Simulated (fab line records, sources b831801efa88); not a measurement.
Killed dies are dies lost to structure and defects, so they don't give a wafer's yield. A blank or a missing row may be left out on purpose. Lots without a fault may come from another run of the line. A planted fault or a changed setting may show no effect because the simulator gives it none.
A struck lot beside a sound one | flow sky130 | 17 steps out of a route of 708
Sound: wafers L504.3, L504.4, L504.5. Struck: wafers L514.2, L514.3, L514.5. The cause comes at the end.
At each step with rows: each side's tool, then ch and its chambers, then its first start. Under that, the readings that differ: sound wafers | struck wafers | difference of the means | sigmas: that difference in standard deviations of wafers without a fault.
alike: readings whose means differ by less than 2 such deviations, and words and numbers that are the same on both sides. not compared: withheld readings, readings that some wafer has no value for, bounds like >300 that may hide the same value, and numbers for which the record gives no deviation and whose values overlap.
The two part at a step that has a row with sigmas, a row that says differs or no value, or rows on one side only. Numbers that don't overlap but have no deviation are shown without sigmas and don't part them. A reading that every wafer of one side lacks parts them only if that side has two wafers or more.

SKY_LDD_HVP_TW_MEAS_10:
  sound on film_metro-01, day 24 04:37; struck on film_metro-01, day 27 04:16
  alike: LDD_HVP_TW
then, 7 steps without rows for these wafers: SKY_LDD_LDN_DEHYDRATE_00 (time 60 s); SKY_LDD_LDN_HMDS_01 (prime time 60 s); SKY_LDD_LDN_COAT_02 (resist thk 1140 nm); SKY_LDD_LDN_SOFTBAKE_03 (time 60 s); SKY_LDD_LDN_EXPOSE_04 (exposes mask LDNTM, target cd 700 nm); SKY_LDD_LDN_PEB_05; SKY_LDD_LDN_DEVELOP_06 (develop time 60 s).
SKY_LDD_LDN_OVL_MEAS_07:
  sound on overlay-02, day 25 10:04; struck on overlay-02, day 28 08:47
  alike: LDD_LDN_OVL
then, 3 steps without rows for these wafers: SKY_LDD_LDN_IMPLANT_08; SKY_LDD_LDN_IMPLANT_09; SKY_LDD_LDN_IMPLANT_10.
SKY_LDD_LDN_IMPLANT_11:
  sound on implanter-01 ch 0, day 25 10:36; struck on implanter-02 ch 0, day 28 09:17
  reading            | sound                            | struck                        | difference | sigmas
  dose_ions_cm2      | 1.2494e+13 1.2495e+13 1.2494e+13 | 5.112e+12 5.106e+12 5.124e+12 | -7.380e+12 | -99 or more
  faraday_current_uA | 69.4 69.9 71.0                   | 29.2 29.4 29.2                | -40.8      | -34
SKY_LDD_LDN_STRIP_12: strips in O2/N2.
  sound on plasma_asher-03 ch 0,1, day 25 10:44; struck on plasma_asher-03 ch 0,1, day 28 09:25
  alike: chamber_pressure_mTorr, drypump_motor_current_A, oes_product_au, strip_time_to_endpoint_s
  not compared: rf_hours_counter_h
SKY_LDD_LDN_TW_MEAS_13:
  sound on film_metro-03, day 25 10:49; struck on film_metro-02, day 28 09:32
  reading    | sound          | struck         | difference | sigmas
  LDD_LDN_TW | 1480 1481 1479 | 1401 1403 1403 | -78        | -7
then, 1 step without rows for these wafers: SKY_LDD_LDN_CLEAN_14 (cleans in SC1/SC2, time 150 s).
-- the record jumps here: 21 days lie between the struck wafers' starts before and after (it left off in module LDD_LDN and takes up again in module PAD_OPEN, whose first step shown is number 708 of the route) --
SKY_PAD_OPEN_PROBE_99:
  sound on prober-02, day 47 10:02; struck on prober-02, day 49 14:11
  reading                         | sound          | struck         | difference | sigmas
  model.etest.tip_sonos.rs_ohm_sq | 2758 2732 2735 | 2796 2841 2830 | +81        |
  alike: killed_at_M0_to_M3, killed_at_M4_up, killed_at_contacts, killed_at_front_end, killed_at_other, killed_dies, killed_open, killed_short

WHERE THEY PART
First at SKY_LDD_LDN_IMPLANT_11; last, within this record, at SKY_LDD_LDN_TW_MEAS_13. Later steps at which nothing parts them and some readings are alike: SKY_PAD_OPEN_PROBE_99.

WHY: what the simulator had put in
Process parameter drift: implanter-02, from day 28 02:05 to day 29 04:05, at SKY_LDD_LDN_IMPLANT_11. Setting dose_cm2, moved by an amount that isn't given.
